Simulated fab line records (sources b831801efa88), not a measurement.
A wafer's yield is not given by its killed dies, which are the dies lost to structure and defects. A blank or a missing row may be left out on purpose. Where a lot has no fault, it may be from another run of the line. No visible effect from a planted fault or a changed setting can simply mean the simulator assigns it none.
fab line records / flow sfqLine
record lots=7 wafers=19 lastDay=88
route steps=325 shown INCOMING@1 L0@3
lots that met no fault: taken from a fault-free run of the same line
startH: start of the lot's first displayed wafer, in hours after the record's first day / waitH: how many hours have passed since the lot's step before this one / " identical to the entry in the row above / L1.1+2: several wafers, shown together as one row / - no value present, or no start provided / * or withheld: withheld / < > ~ a bound
route shown NAME@n: a module of which the file shows steps, and the number in the route of the first / usual: average and standard deviation across the fault-free wafers / same: alike in all rows / chamber/n: place in a boat / sites: per-site readings / _std_site: standard deviation of those values / _edge_site: the outer-site mean with the inner-site mean subtracted / radiusMm: for every site, how far away it sits from the centre of the wafer / mask NAME#n: copy n / behind: the last tool/chamber to shape the wafer / hold: cause of the lot's hold/its duration in hours/its outcome / device: whichever transistor did not switch (one of n, p or np) / end of line: the tests these same wafers got at the end of their route / for a step that has no rows: nothing shown but its recipe / killed: at the first sort, the dies lost to defects and structure; wafer yield is something else / map: dies across one wafer; x = killed, . = not, _ = none there
set.NAME: the setting the step ran with; set.NAME@STEP: the setting that earlier step ran with / model.NAME: the simulator's own value behind a step, which no gauge read
lots at some steps of the route; a table a step, a row a wafer
services: a tool's chamber out of use, with start hour (startH, from the record's first day; less than 0 if before it), hours out, and reason
## steps
# step SFQ_INCOMING_BOW_MEAS_900
# recipe mode=bow
# usual INCOMING_BOW=1/6.4
lot.wafer=L847.1 tool=filmMetro-01 chamber=- startH=25.00 waitH=- INCOMING_BOW[um]=-1
lot.wafer=L847.2 tool=filmMetro-01 chamber=- startH=25.00 waitH=- INCOMING_BOW[um]=12
lot.wafer=L847.5 tool=filmMetro-01 chamber=- startH=25.00 waitH=- INCOMING_BOW[um]=0
lot.wafer=L850.2 tool=filmMetro-03 chamber=- startH=40.02 waitH=- INCOMING_BOW[um]=1
lot.wafer=L850.4 tool=filmMetro-03 chamber=- startH=40.02 waitH=- INCOMING_BOW[um]=0
lot.wafer=L850.6 tool=filmMetro-03 chamber=- startH=40.02 waitH=- INCOMING_BOW[um]=17
lot.wafer=L852.5 tool=filmMetro-01 chamber=- startH=50.08 waitH=- INCOMING_BOW[um]=1
lot.wafer=L852.6 tool=filmMetro-01 chamber=- startH=50.08 waitH=- INCOMING_BOW[um]=0
lot.wafer=L855.1 tool=filmMetro-03 chamber=- startH=65.00 waitH=- INCOMING_BOW[um]=3
lot.wafer=L855.4 tool=filmMetro-03 chamber=- startH=65.00 waitH=- INCOMING_BOW[um]=-4
lot.wafer=L855.5 tool=filmMetro-03 chamber=- startH=65.00 waitH=- INCOMING_BOW[um]=-4
lot.wafer=L857.2 tool=filmMetro-01 chamber=- startH=75.02 waitH=- INCOMING_BOW[um]=6
lot.wafer=L857.5 tool=filmMetro-01 chamber=- startH=75.02 waitH=- INCOMING_BOW[um]=0
lot.wafer=L861.2 tool=filmMetro-04 chamber=- startH=95.02 waitH=- INCOMING_BOW[um]=-1
lot.wafer=L861.4 tool=filmMetro-04 chamber=- startH=95.02 waitH=- INCOMING_BOW[um]=8
lot.wafer=L861.5 tool=filmMetro-04 chamber=- startH=95.02 waitH=- INCOMING_BOW[um]=0
lot.wafer=L862.2 tool=filmMetro-04 chamber=- startH=100.02 waitH=- INCOMING_BOW[um]=4
lot.wafer=L862.4 tool=filmMetro-04 chamber=- startH=100.02 waitH=- INCOMING_BOW[um]=6
lot.wafer=L862.6 tool=filmMetro-04 chamber=- startH=100.02 waitH=- INCOMING_BOW[um]=0
# step SFQ_TRILAYER_INCOMING_OXIDATION_002
# recipe tempC=1000 ambient=H2O targetThkA=5000 pH2oTorr=720 oxTimeS=4939
# step SFQ_TRILAYER_L0_DEP_SPUTTER_003
# recipe material=MoNx_KI basePressurePa=1.33e-06 targetThkNm=40 powerW=800 timeS=100 chamberPressurePa=0.4
# usual throttleValvePct=29.7/0.64
lot.wafer=L847.1 tool=pvdSputter-06 chamber=- startH=27.49 waitH=0.0 throttleValvePct=28.1
lot.wafer=L847.2 tool=pvdSputter-06 chamber=- startH=27.49 waitH=0.0 throttleValvePct=29.7
lot.wafer=L847.5 tool=pvdSputter-06 chamber=- startH=27.49 waitH=0.0 throttleValvePct=28.2
lot.wafer=L850.2 tool=pvdSputter-06 chamber=- startH=42.49 waitH=0.0 throttleValvePct=30.0
lot.wafer=L850.4 tool=pvdSputter-06 chamber=- startH=42.49 waitH=0.0 throttleValvePct=30.1
lot.wafer=L850.6 tool=pvdSputter-06 chamber=- startH=42.49 waitH=0.0 throttleValvePct=29.7
lot.wafer=L852.5 tool=pvdSputter-03 chamber=- startH=52.53 waitH=0.0 throttleValvePct=29.8
lot.wafer=L852.6 tool=pvdSputter-03 chamber=- startH=52.53 waitH=0.0 throttleValvePct=29.8
lot.wafer=L855.1 tool=pvdSputter-06 chamber=- startH=67.49 waitH=0.0 throttleValvePct=29.4
lot.wafer=L855.4 tool=pvdSputter-06 chamber=- startH=67.49 waitH=0.0 throttleValvePct=28.8
lot.wafer=L855.5 tool=pvdSputter-06 chamber=- startH=67.49 waitH=0.0 throttleValvePct=29.8
lot.wafer=L857.2 tool=pvdSputter-06 chamber=- startH=77.49 waitH=0.0 throttleValvePct=28.8
lot.wafer=L857.5 tool=pvdSputter-06 chamber=- startH=77.49 waitH=0.0 throttleValvePct=29.5
lot.wafer=L861.2 tool=pvdSputter-06 chamber=- startH=97.49 waitH=0.0 throttleValvePct=30.0
lot.wafer=L861.4 tool=pvdSputter-06 chamber=- startH=97.49 waitH=0.0 throttleValvePct=29.5
lot.wafer=L861.5 tool=pvdSputter-06 chamber=- startH=97.49 waitH=0.0 throttleValvePct=29.9
lot.wafer=L862.2 tool=pvdSputter-03 chamber=- startH=102.49 waitH=0.0 throttleValvePct=30.4
lot.wafer=L862.4 tool=pvdSputter-03 chamber=- startH=102.49 waitH=0.0 throttleValvePct=29.0
lot.wafer=L862.6 tool=pvdSputter-03 chamber=- startH=102.49 waitH=0.0 throttleValvePct=30.6
# step SFQ_L0_RS_MEAS_901
# recipe thkMeasGauge=four-point-probe reads=MoNx_KI_of_TRILAYER_L0_DEP_SPUTTER_003
# usual L0_MONX_KI_RS=43.5/0.47
lot.wafer=L847.1 tool=filmMetro-02 chamber=- startH=27.57 waitH=0.0 L0_MONX_KI_RS[ohm/sq]=43.6
lot.wafer=L847.2 tool=filmMetro-02 chamber=- startH=27.57 waitH=0.0 L0_MONX_KI_RS[ohm/sq]=42.8
lot.wafer=L847.5 tool=filmMetro-02 chamber=- startH=27.57 waitH=0.0 L0_MONX_KI_RS[ohm/sq]=43.2
lot.wafer=L850.2 tool=filmMetro-04 chamber=- startH=42.58 waitH=0.1 L0_MONX_KI_RS[ohm/sq]=43.6
lot.wafer=L850.4 tool=filmMetro-04 chamber=- startH=42.58 waitH=0.1 L0_MONX_KI_RS[ohm/sq]=44.2
lot.wafer=L850.6 tool=filmMetro-04 chamber=- startH=42.58 waitH=0.1 L0_MONX_KI_RS[ohm/sq]=44.0
lot.wafer=L852.5 tool=filmMetro-01 chamber=- startH=52.64 waitH=0.1 L0_MONX_KI_RS[ohm/sq]=43.9
lot.wafer=L852.6 tool=filmMetro-01 chamber=- startH=52.64 waitH=0.1 L0_MONX_KI_RS[ohm/sq]=44.1
lot.wafer=L855.1 tool=filmMetro-02 chamber=- startH=67.56 waitH=0.0 L0_MONX_KI_RS[ohm/sq]=42.8
lot.wafer=L855.4 tool=filmMetro-02 chamber=- startH=67.56 waitH=0.0 L0_MONX_KI_RS[ohm/sq]=43.2
lot.wafer=L855.5 tool=filmMetro-02 chamber=- startH=67.56 waitH=0.0 L0_MONX_KI_RS[ohm/sq]=43.5
lot.wafer=L857.2 tool=filmMetro-02 chamber=- startH=77.58 waitH=0.1 L0_MONX_KI_RS[ohm/sq]=42.9
lot.wafer=L857.5 tool=filmMetro-02 chamber=- startH=77.58 waitH=0.1 L0_MONX_KI_RS[ohm/sq]=42.8
lot.wafer=L861.2 tool=filmMetro-04 chamber=- startH=97.58 waitH=0.1 L0_MONX_KI_RS[ohm/sq]=43.9
lot.wafer=L861.4 tool=filmMetro-04 chamber=- startH=97.58 waitH=0.1 L0_MONX_KI_RS[ohm/sq]=43.3
lot.wafer=L861.5 tool=filmMetro-04 chamber=- startH=97.58 waitH=0.1 L0_MONX_KI_RS[ohm/sq]=44.0
lot.wafer=L862.2 tool=filmMetro-01 chamber=- startH=102.58 waitH=0.1 L0_MONX_KI_RS[ohm/sq]=43.1
lot.wafer=L862.4 tool=filmMetro-01 chamber=- startH=102.58 waitH=0.1 L0_MONX_KI_RS[ohm/sq]=43.1
lot.wafer=L862.6 tool=filmMetro-01 chamber=- startH=102.58 waitH=0.1 L0_MONX_KI_RS[ohm/sq]=43.6
# step SFQ_L0_THK_MEAS_902
# recipe thkMeasGauge=xrf reads=MoNx_KI_of_TRILAYER_L0_DEP_SPUTTER_003
# usual L0_MONX_KI_THK=39.6/0.48
lot.wafer=L847.1 tool=filmMetro-02 chamber=- startH=27.69 waitH=0.1 L0_MONX_KI_THK[nm]=39.6
lot.wafer=L847.2 tool=filmMetro-02 chamber=- startH=27.69 waitH=0.1 L0_MONX_KI_THK[nm]=40.4
lot.wafer=L847.5 tool=filmMetro-02 chamber=- startH=27.69 waitH=0.1 L0_MONX_KI_THK[nm]=39.9
lot.wafer=L850.2 tool=filmMetro-04 chamber=- startH=42.69 waitH=0.1 L0_MONX_KI_THK[nm]=39.3
lot.wafer=L850.4 tool=filmMetro-04 chamber=- startH=42.69 waitH=0.1 L0_MONX_KI_THK[nm]=39.1
lot.wafer=L850.6 tool=filmMetro-04 chamber=- startH=42.69 waitH=0.1 L0_MONX_KI_THK[nm]=39.0
lot.wafer=L852.5 tool=filmMetro-01 chamber=- startH=52.72 waitH=0.1 L0_MONX_KI_THK[nm]=39.5
lot.wafer=L852.6 tool=filmMetro-01 chamber=- startH=52.72 waitH=0.1 L0_MONX_KI_THK[nm]=39.2
lot.wafer=L855.1 tool=filmMetro-02 chamber=- startH=67.68 waitH=0.1 L0_MONX_KI_THK[nm]=40.3
lot.wafer=L855.4 tool=filmMetro-02 chamber=- startH=67.68 waitH=0.1 L0_MONX_KI_THK[nm]=39.5
lot.wafer=L855.5 tool=filmMetro-02 chamber=- startH=67.68 waitH=0.1 L0_MONX_KI_THK[nm]=39.3
lot.wafer=L857.2 tool=filmMetro-02 chamber=- startH=77.69 waitH=0.1 L0_MONX_KI_THK[nm]=40.0
lot.wafer=L857.5 tool=filmMetro-02 chamber=- startH=77.69 waitH=0.1 L0_MONX_KI_THK[nm]=40.1
lot.wafer=L861.2 tool=filmMetro-04 chamber=- startH=97.69 waitH=0.1 L0_MONX_KI_THK[nm]=38.8
lot.wafer=L861.4 tool=filmMetro-04 chamber=- startH=97.69 waitH=0.1 L0_MONX_KI_THK[nm]=39.4
lot.wafer=L861.5 tool=filmMetro-04 chamber=- startH=97.69 waitH=0.1 L0_MONX_KI_THK[nm]=38.9
lot.wafer=L862.2 tool=filmMetro-01 chamber=- startH=102.69 waitH=0.1 L0_MONX_KI_THK[nm]=40.6
lot.wafer=L862.4 tool=filmMetro-01 chamber=- startH=102.69 waitH=0.1 L0_MONX_KI_THK[nm]=40.2
lot.wafer=L862.6 tool=filmMetro-01 chamber=- startH=102.69 waitH=0.1 L0_MONX_KI_THK[nm]=40.0
# step SFQ_TRILAYER_L0_LITHO_COAT_010
# recipe resist=BARC spinRpm=3000 resistThkNm=62
# step SFQ_TRILAYER_L0_LITHO_COAT_005
# recipe resist=KrF spinRpm=3000 resistThkNm=600
# step SFQ_TRILAYER_L0_LITHO_SOFTBAKE_009
# recipe tempC=withheld timeS=withheld resist=KrF
# step SFQ_TRILAYER_L0_LITHO_EXPOSE_006
# recipe maskId=L0 na=0.6 sourceShape=conventional sigmaOuter=0.65 targetCdNm=2000 doseMj=14.4
# step SFQ_TRILAYER_L0_LITHO_PEB_008
# recipe pebTempC=115 pebTimeS=60 resist=KrF
# step SFQ_TRILAYER_L0_LITHO_DEVELOP_007
# recipe timeS=60 resist=KrF
# step SFQ_TRILAYER_L0_BARC_OPEN_METAL_ETCH_010
# recipe maskMaterial=PR chemistry=O2 targetDepthNm=125 target=BARC icpW=600 biasW=80 pressureMtorr=10 timeS=41.7
# usual drypumpMotorCurrentA=6.0/0.52 oesProductAu=0.685/0.0041 rfFwdPowerW=595.3/1.9 runLengthS=69.78/0.3
lot.wafer=L847.1 tool=rieMetal-02 chamber=0 startH=95.99 waitH=0.1 drypumpMotorCurrentA=6.3 oesProductAu=0.687 rfFwdPowerW=598.7 rfHoursCounterH=43 runLengthS=70.22 model.KrF_of_TRILAYER_L0_LITHO_COAT_005.thkNm=523
lot.wafer=L847.2 tool=rieMetal-02 chamber=1 startH=95.99 waitH=0.1 drypumpMotorCurrentA=5.9 oesProductAu=0.684 rfFwdPowerW=598.8 rfHoursCounterH=200 runLengthS=70.50 model.KrF_of_TRILAYER_L0_LITHO_COAT_005.thkNm=523.5
lot.wafer=L847.5 tool=rieMetal-02 chamber=1 startH=95.99 waitH=0.1 drypumpMotorCurrentA=5.9 oesProductAu=0.681 rfFwdPowerW=598.6 rfHoursCounterH=- runLengthS=70.18 model.KrF_of_TRILAYER_L0_LITHO_COAT_005.thkNm=523.7
lot.wafer=L850.2 tool=rieMetal-02 chamber=0 startH=117.27 waitH=0.1 drypumpMotorCurrentA=6.3 oesProductAu=0.688 rfFwdPowerW=597.9 rfHoursCounterH=47 runLengthS=69.84 model.KrF_of_TRILAYER_L0_LITHO_COAT_005.thkNm=525.5
lot.wafer=L850.4 tool=rieMetal-02 chamber=1 startH=117.27 waitH=0.1 drypumpMotorCurrentA=5.9 oesProductAu=0.688 rfFwdPowerW=592.8 rfHoursCounterH=- runLengthS=70.18 model.KrF_of_TRILAYER_L0_LITHO_COAT_005.thkNm=525.3
lot.wafer=L850.6 tool=rieMetal-02 chamber=1 startH=117.27 waitH=0.1 drypumpMotorCurrentA=5.9 oesProductAu=0.749 rfFwdPowerW=- rfHoursCounterH=- runLengthS=65.37 model.KrF_of_TRILAYER_L0_LITHO_COAT_005.thkNm=530.4
lot.wafer=L852.5 tool=rieMetal-02 chamber=0 startH=126.90 waitH=0.1 drypumpMotorCurrentA=6.3 oesProductAu=0.756 rfFwdPowerW=- rfHoursCounterH=- runLengthS=65.09 model.KrF_of_TRILAYER_L0_LITHO_COAT_005.thkNm=530.4
lot.wafer=L852.6 tool=rieMetal-02 chamber=1 startH=126.90 waitH=0.1 drypumpMotorCurrentA=5.9 oesProductAu=0.759 rfFwdPowerW=- rfHoursCounterH=- runLengthS=65.27 model.KrF_of_TRILAYER_L0_LITHO_COAT_005.thkNm=527.6
lot.wafer=L855.1 tool=rieMetal-04 chamber=1 startH=140.07 waitH=0.1 drypumpMotorCurrentA=5.2 oesProductAu=0.686 rfFwdPowerW=594.9 rfHoursCounterH=20 runLengthS=69.59 model.KrF_of_TRILAYER_L0_LITHO_COAT_005.thkNm=522.9
lot.wafer=L855.4 tool=rieMetal-04 chamber=1 startH=140.07 waitH=0.1 drypumpMotorCurrentA=5.2 oesProductAu=0.683 rfFwdPowerW=594.0 rfHoursCounterH=- runLengthS=69.38 model.KrF_of_TRILAYER_L0_LITHO_COAT_005.thkNm=521.3
lot.wafer=L855.5 tool=rieMetal-04 chamber=1 startH=140.07 waitH=0.1 drypumpMotorCurrentA=5.2 oesProductAu=0.685 rfFwdPowerW=595.8 rfHoursCounterH=- runLengthS=69.68 model.KrF_of_TRILAYER_L0_LITHO_COAT_005.thkNm=521.7
lot.wafer=L857.2 tool=rieMetal-02 chamber=0 startH=150.87 waitH=0.1 drypumpMotorCurrentA=6.3 oesProductAu=0.677 rfFwdPowerW=597.1 rfHoursCounterH=52 runLengthS=70.02 model.KrF_of_TRILAYER_L0_LITHO_COAT_005.thkNm=520.7
lot.wafer=L857.5 tool=rieMetal-02 chamber=1 startH=150.87 waitH=0.1 drypumpMotorCurrentA=5.9 oesProductAu=0.752 rfFwdPowerW=- rfHoursCounterH=- runLengthS=65.29 model.KrF_of_TRILAYER_L0_LITHO_COAT_005.thkNm=525
lot.wafer=L861.2 tool=rieMetal-03 chamber=1 startH=178.94 waitH=0.1 drypumpMotorCurrentA=5.7 oesProductAu=0.690 rfFwdPowerW=594.8 rfHoursCounterH=19 runLengthS=69.67 model.KrF_of_TRILAYER_L0_LITHO_COAT_005.thkNm=523.3
lot.wafer=L861.4 tool=rieMetal-03 chamber=1 startH=178.94 waitH=0.1 drypumpMotorCurrentA=5.7 oesProductAu=0.683 rfFwdPowerW=595.1 rfHoursCounterH=- runLengthS=69.62 model.KrF_of_TRILAYER_L0_LITHO_COAT_005.thkNm=523.5
lot.wafer=L861.5 tool=rieMetal-03 chamber=1 startH=178.94 waitH=0.1 drypumpMotorCurrentA=5.7 oesProductAu=0.689 rfFwdPowerW=596.4 rfHoursCounterH=- runLengthS=69.73 model.KrF_of_TRILAYER_L0_LITHO_COAT_005.thkNm=522.3
lot.wafer=L862.2 tool=rieMetal-04 chamber=0 startH=184.49 waitH=0.1 drypumpMotorCurrentA=6.4 oesProductAu=0.678 rfFwdPowerW=598.2 rfHoursCounterH=33 runLengthS=69.74 model.KrF_of_TRILAYER_L0_LITHO_COAT_005.thkNm=522.4
lot.wafer=L862.4 tool=rieMetal-04 chamber=0 startH=184.49 waitH=0.1 drypumpMotorCurrentA=6.4 oesProductAu=0.686 rfFwdPowerW=596.6 rfHoursCounterH=- runLengthS=69.69 model.KrF_of_TRILAYER_L0_LITHO_COAT_005.thkNm=522.3
lot.wafer=L862.6 tool=rieMetal-04 chamber=1 startH=184.49 waitH=0.1 drypumpMotorCurrentA=5.2 oesProductAu=0.688 rfFwdPowerW=596.9 rfHoursCounterH=- runLengthS=69.90 model.KrF_of_TRILAYER_L0_LITHO_COAT_005.thkNm=523.4
# step SFQ_TRILAYER_L0_ETCH_METAL_ETCH_008
# recipe target=MoNx_KI stopOn=SiO2 maskMaterial=PR chemistry=SF6/O2 targetDepthNm=50 icpW=600 biasW=80 pressureMtorr=10 timeS=25
# usual drypumpMotorCurrentA=6.0/0.52 oesProductAu=0.874/0.007 rfFwdPowerW=593.6/2.2 runLengthS=53.06/0.28
lot.wafer=L847.1 tool=rieMetal-02 chamber=0 startH=96.05 waitH=0.0 drypumpMotorCurrentA=6.3 oesProductAu=0.877 rfFwdPowerW=594.3 rfHoursCounterH=43 runLengthS=53.30 model.KrF_of_TRILAYER_L0_LITHO_COAT_005.thkNm=481.7
lot.wafer=L847.2 tool=rieMetal-02 chamber=1 startH=96.05 waitH=0.0 drypumpMotorCurrentA=5.9 oesProductAu=0.889 rfFwdPowerW=594.1 rfHoursCounterH=200 runLengthS=53.43 model.KrF_of_TRILAYER_L0_LITHO_COAT_005.thkNm=482.1
lot.wafer=L847.5 tool=rieMetal-02 chamber=1 startH=96.05 waitH=0.0 drypumpMotorCurrentA=5.9 oesProductAu=0.882 rfFwdPowerW=595.1 rfHoursCounterH=- runLengthS=53.64 model.KrF_of_TRILAYER_L0_LITHO_COAT_005.thkNm=482.2
lot.wafer=L850.2 tool=rieMetal-02 chamber=0 startH=117.32 waitH=0.0 drypumpMotorCurrentA=6.3 oesProductAu=0.872 rfFwdPowerW=595.8 rfHoursCounterH=47 runLengthS=53.24 model.KrF_of_TRILAYER_L0_LITHO_COAT_005.thkNm=483.8
lot.wafer=L850.4 tool=rieMetal-02 chamber=1 startH=117.32 waitH=0.0 drypumpMotorCurrentA=5.9 oesProductAu=0.867 rfFwdPowerW=595.4 rfHoursCounterH=- runLengthS=53.47 model.KrF_of_TRILAYER_L0_LITHO_COAT_005.thkNm=483.9
lot.wafer=L850.6 tool=rieMetal-02 chamber=1 startH=117.32 waitH=0.0 drypumpMotorCurrentA=5.9 oesProductAu=0.862 rfFwdPowerW=599.9 rfHoursCounterH=- runLengthS=53.50 model.KrF_of_TRILAYER_L0_LITHO_COAT_005.thkNm=488.7
lot.wafer=L852.5 tool=rieMetal-02 chamber=0 startH=126.96 waitH=0.0 drypumpMotorCurrentA=6.3 oesProductAu=0.878 rfFwdPowerW=595.4 rfHoursCounterH=- runLengthS=53.07 model.KrF_of_TRILAYER_L0_LITHO_COAT_005.thkNm=488.6
lot.wafer=L852.6 tool=rieMetal-02 chamber=1 startH=126.96 waitH=0.0 drypumpMotorCurrentA=5.9 oesProductAu=0.877 rfFwdPowerW=596.7 rfHoursCounterH=- runLengthS=53.24 model.KrF_of_TRILAYER_L0_LITHO_COAT_005.thkNm=486.1
lot.wafer=L855.1 tool=rieMetal-04 chamber=1 startH=140.12 waitH=0.0 drypumpMotorCurrentA=5.1 oesProductAu=0.880 rfFwdPowerW=593.4 rfHoursCounterH=20 runLengthS=53.21 model.KrF_of_TRILAYER_L0_LITHO_COAT_005.thkNm=481.1
lot.wafer=L855.4 tool=rieMetal-04 chamber=1 startH=140.12 waitH=0.0 drypumpMotorCurrentA=5.2 oesProductAu=0.874 rfFwdPowerW=592.1 rfHoursCounterH=- runLengthS=53.01 model.KrF_of_TRILAYER_L0_LITHO_COAT_005.thkNm=479.5
lot.wafer=L855.5 tool=rieMetal-04 chamber=1 startH=140.12 waitH=0.0 drypumpMotorCurrentA=5.1 oesProductAu=0.872 rfFwdPowerW=593.0 rfHoursCounterH=- runLengthS=53.49 model.KrF_of_TRILAYER_L0_LITHO_COAT_005.thkNm=480
lot.wafer=L857.2 tool=rieMetal-02 chamber=0 startH=150.92 waitH=0.0 drypumpMotorCurrentA=6.2 oesProductAu=0.887 rfFwdPowerW=593.7 rfHoursCounterH=52 runLengthS=53.29 model.KrF_of_TRILAYER_L0_LITHO_COAT_005.thkNm=479.1
lot.wafer=L857.5 tool=rieMetal-02 chamber=1 startH=150.92 waitH=0.0 drypumpMotorCurrentA=5.9 oesProductAu=0.881 rfFwdPowerW=598.1 rfHoursCounterH=- runLengthS=53.68 model.KrF_of_TRILAYER_L0_LITHO_COAT_005.thkNm=483.1
lot.wafer=L861.2 tool=rieMetal-03 chamber=1 startH=179.00 waitH=0.0 drypumpMotorCurrentA=5.7 oesProductAu=0.868 rfFwdPowerW=591.2 rfHoursCounterH=19 runLengthS=52.90 model.KrF_of_TRILAYER_L0_LITHO_COAT_005.thkNm=482.2
lot.wafer=L861.4 tool=rieMetal-03 chamber=1 startH=179.00 waitH=0.0 drypumpMotorCurrentA=5.7 oesProductAu=0.879 rfFwdPowerW=589.6 rfHoursCounterH=- runLengthS=52.72 model.KrF_of_TRILAYER_L0_LITHO_COAT_005.thkNm=482.4
lot.wafer=L861.5 tool=rieMetal-03 chamber=1 startH=179.00 waitH=0.0 drypumpMotorCurrentA=5.7 oesProductAu=0.861 rfFwdPowerW=591.6 rfHoursCounterH=- runLengthS=52.81 model.KrF_of_TRILAYER_L0_LITHO_COAT_005.thkNm=481.2
lot.wafer=L862.2 tool=rieMetal-04 chamber=0 startH=184.55 waitH=0.0 drypumpMotorCurrentA=6.4 oesProductAu=0.881 rfFwdPowerW=593.9 rfHoursCounterH=33 runLengthS=52.86 model.KrF_of_TRILAYER_L0_LITHO_COAT_005.thkNm=481.2
lot.wafer=L862.4 tool=rieMetal-04 chamber=0 startH=184.55 waitH=0.0 drypumpMotorCurrentA=6.4 oesProductAu=0.880 rfFwdPowerW=595.0 rfHoursCounterH=- runLengthS=53.20 model.KrF_of_TRILAYER_L0_LITHO_COAT_005.thkNm=481.2
lot.wafer=L862.6 tool=rieMetal-04 chamber=1 startH=184.55 waitH=0.0 drypumpMotorCurrentA=5.1 oesProductAu=0.871 rfFwdPowerW=591.4 rfHoursCounterH=- runLengthS=52.68 model.KrF_of_TRILAYER_L0_LITHO_COAT_005.thkNm=482
# step SFQ_TRILAYER_L0_STRIP_STRIP_009
# recipe gas=O2 powerW=200 platenTempC=40 overashFraction=0.65 chemistry=O2 pressureMtorr=50
# usual drypumpMotorCurrentA=6.0/0.51 oesProductAu=0.997/0.0084
# same overashFraction=0.65
lot.wafer=L847.1 tool=rieMetal-02 chamber=0 startH=96.10 waitH=0.0 drypumpMotorCurrentA=6.2 oesProductAu=1.000 rfHoursCounterH=43
lot.wafer=L847.2 tool=rieMetal-02 chamber=1 startH=96.10 waitH=0.0 drypumpMotorCurrentA=5.9 oesProductAu=1.002 rfHoursCounterH=200
lot.wafer=L847.5 tool=rieMetal-02 chamber=1 startH=96.10 waitH=0.0 drypumpMotorCurrentA=5.9 oesProductAu=0.994 rfHoursCounterH=-
lot.wafer=L850.2 tool=rieMetal-02 chamber=0 startH=117.37 waitH=0.0 drypumpMotorCurrentA=6.3 oesProductAu=1.012 rfHoursCounterH=47
lot.wafer=L850.4 tool=rieMetal-02 chamber=1 startH=117.37 waitH=0.0 drypumpMotorCurrentA=5.9 oesProductAu=1.002 rfHoursCounterH=-
lot.wafer=L850.6 tool=rieMetal-02 chamber=1 startH=117.37 waitH=0.0 drypumpMotorCurrentA=5.9 oesProductAu=1.004 rfHoursCounterH=-
lot.wafer=L852.5 tool=rieMetal-02 chamber=0 startH=127.37 waitH=0.4 drypumpMotorCurrentA=6.3 oesProductAu=1.001 rfHoursCounterH=-
lot.wafer=L852.6 tool=rieMetal-02 chamber=1 startH=127.37 waitH=0.4 drypumpMotorCurrentA=5.9 oesProductAu=1.007 rfHoursCounterH=-
lot.wafer=L855.1 tool=rieMetal-04 chamber=1 startH=140.17 waitH=0.0 drypumpMotorCurrentA=5.2 oesProductAu=1.008 rfHoursCounterH=20
lot.wafer=L855.4 tool=rieMetal-04 chamber=1 startH=140.17 waitH=0.0 drypumpMotorCurrentA=5.2 oesProductAu=1.003 rfHoursCounterH=-
lot.wafer=L855.5 tool=rieMetal-04 chamber=1 startH=140.17 waitH=0.0 drypumpMotorCurrentA=5.1 oesProductAu=0.993 rfHoursCounterH=-
lot.wafer=L857.2 tool=rieMetal-02 chamber=0 startH=150.97 waitH=0.0 drypumpMotorCurrentA=6.2 oesProductAu=0.997 rfHoursCounterH=53
lot.wafer=L857.5 tool=rieMetal-02 chamber=1 startH=150.97 waitH=0.0 drypumpMotorCurrentA=5.9 oesProductAu=1.005 rfHoursCounterH=-
lot.wafer=L861.2 tool=rieMetal-03 chamber=1 startH=179.04 waitH=0.0 drypumpMotorCurrentA=5.7 oesProductAu=0.996 rfHoursCounterH=19
lot.wafer=L861.4 tool=rieMetal-03 chamber=1 startH=179.04 waitH=0.0 drypumpMotorCurrentA=5.7 oesProductAu=1.003 rfHoursCounterH=-
lot.wafer=L861.5 tool=rieMetal-03 chamber=1 startH=179.04 waitH=0.0 drypumpMotorCurrentA=5.7 oesProductAu=0.989 rfHoursCounterH=-
lot.wafer=L862.2 tool=rieMetal-04 chamber=0 startH=184.59 waitH=0.0 drypumpMotorCurrentA=6.4 oesProductAu=0.997 rfHoursCounterH=33
lot.wafer=L862.4 tool=rieMetal-04 chamber=0 startH=184.59 waitH=0.0 drypumpMotorCurrentA=6.4 oesProductAu=0.999 rfHoursCounterH=-
lot.wafer=L862.6 tool=rieMetal-04 chamber=1 startH=184.59 waitH=0.0 drypumpMotorCurrentA=5.2 oesProductAu=1.000 rfHoursCounterH=-
## services
tool=rieMetal-04 chamber=1 startH=4.28 hours=- kind=clean
tool=rieMetal-04 chamber=1 startH=4.28 hours=- kind=consumableReplace:focusRing
tool=rieMetal-04 chamber=1 startH=4.28 hours=17.7 kind=scheduledDown
tool=rieMetal-04 chamber=1 startH=4.28 hours=17.7 kind=ventCycle
tool=pvdSputter-06 chamber=2 startH=16.61 hours=- kind=consumableReplace:kit
tool=pvdSputter-06 chamber=2 startH=16.61 hours=18.0 kind=scheduledDown
tool=pvdSputter-06 chamber=2 startH=16.61 hours=18.0 kind=ventCycle
tool=rieMetal-03 chamber=0 startH=32.94 hours=- kind=clean
tool=rieMetal-03 chamber=0 startH=32.94 hours=- kind=consumableReplace:focusRing
tool=rieMetal-03 chamber=0 startH=32.94 hours=22.0 kind=scheduledDown
tool=pvdSputter-06 chamber=- startH=53.36 hours=3.1 kind=repair
tool=rieMetal-04 chamber=- startH=83.50 hours=0.7 kind=repair
tool=pvdSputter-03 chamber=- startH=110.62 hours=15.2 kind=repair
tool=rieMetal-04 chamber=- startH=122.35 hours=2.8 kind=pm
tool=rieMetal-03 chamber=- startH=128.40 hours=0.9 kind=repair
tool=rieMetal-02 chamber=1 startH=134.63 hours=2.8 kind=repair
tool=rieMetal-02 chamber=0 startH=136.72 hours=4.3 kind=repair
tool=rieMetal-02 chamber=1 startH=151.65 hours=- kind=clean
tool=rieMetal-02 chamber=1 startH=151.65 hours=- kind=consumableReplace:focusRing
tool=rieMetal-02 chamber=1 startH=151.65 hours=11.9 kind=scheduledDown
tool=rieMetal-02 chamber=1 startH=151.65 hours=11.9 kind=ventCycle
tool=pvdSputter-03 chamber=- startH=163.62 hours=2.2 kind=repair
tool=rieMetal-04 chamber=1 startH=166.51 hours=7.1 kind=repair
tool=rieMetal-02 chamber=- startH=172.43 hours=0.8 kind=repair
## key
firstSign step=SFQ_TRILAYER_L0_BARC_OPEN_METAL_ETCH_010 reading=oesProductAu direction=up sigmas=17 usual=0.685 struck=0.754
effect step=SFQ_TRILAYER_L0_BARC_OPEN_METAL_ETCH_010 reading=runLengthS direction=down sigmas=15 usual=* struck=*
modelEffect step=SFQ_TRILAYER_L0_BARC_OPEN_METAL_ETCH_010 value=KrF_of_TRILAYER_L0_LITHO_COAT_005.thkNm without=522.1 struck=528.3
modelEffect step=SFQ_TRILAYER_L0_ETCH_METAL_ETCH_008 value=KrF_of_TRILAYER_L0_LITHO_COAT_005.thkNm without=480.4 struck=486.6
metAt SFQ_TRILAYER_L0_BARC_OPEN_METAL_ETCH_010
struckWafers L850.6,L852.5,L852.6,L857.5
onsetBetween 95.99 117.27
fault kind=processParameterDrift tool=rieMetal-02 chamber=- onsetH=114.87 steps=SFQ_TRILAYER_L0_BARC_OPEN_METAL_ETCH_010 channel=timeS offset=* shape=step endH=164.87 scope=struckWafersOnly actsIn=* stated=*
